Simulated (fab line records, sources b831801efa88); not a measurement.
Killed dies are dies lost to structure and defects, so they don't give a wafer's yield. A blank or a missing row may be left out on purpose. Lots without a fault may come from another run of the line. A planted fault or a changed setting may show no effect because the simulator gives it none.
Chamber matching | flow gf180mcu | GF_V3_CVD_00 on hdpcvd-01: 3 sister chambers
The step deposits SiO2, target thk 600 nm, time 100 s. 6 wafers are shown with their chamber, then 8 later ones without.

WAFERS WITH THEIR CHAMBER
wafer  | chamber | pressure_mtorr (mTorr) | sih4_flow_sccm (sccm)
L560.1 | 1       | 6.031                  | 60.11
L560.6 | 0       | 5.997                  | 60.12
L562.1 | 2       | 5.991                  | 59.91
L562.5 | 2       | 5.996                  | 59.76
L562.6 | 0       | 6.007                  | 60.00
L565.1 | 1       | 6.008                  | 59.92

WAFERS WITHOUT THEIR CHAMBER
wafer  | pressure_mtorr (mTorr) | sih4_flow_sccm (sccm)
L565.4 | 5.983                  | 59.97
L565.5 | 5.990                  | 59.95
L566.3 | 6.010                  | 59.98
L566.5 | 6.011                  | 60.13
L566.6 | 6.025                  | 59.97
L567.2 | 6.016                  | 60.01
L567.5 | 5.992                  | 59.93
L567.6 | 6.003                  | 60.08

WHICH CHAMBER EACH WENT THROUGH
wafer  | from the rows above          | in truth
L565.4 | can't be placed: 2 or 0 or 1 | 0
L565.5 | can't be placed: 2 or 0 or 1 | 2
L566.3 | can't be placed: 1 or 0 or 2 | 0
L566.5 | can't be placed: 0 or 1      | 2
L566.6 | can't be placed: 1 or 0      | 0
L567.2 | can't be placed: 1 or 0      | 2
L567.5 | can't be placed: 2 or 0 or 1 | 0
L567.6 | can't be placed: 0 or 1      | 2
Placed correctly: 0 of 8. Can't be placed from these rows: 8 (the true chamber is among the candidates in 5). Placed wrongly: 0.
How it was worked out, from the rows above alone: a wafer's distance from a chamber is the root of the sum, over the readings, of the square of ((its reading less the chamber's mean) divided by the reading's scatter). The wafer belongs to the nearest chamber; if the next one is less than 2 further off, it can't be placed. A chamber's mean is the mean of its shown wafers. The scatter: the root of (the sum of the squares of (reading less its chamber's mean) over the shown wafers, divided by (wafers less chambers)).
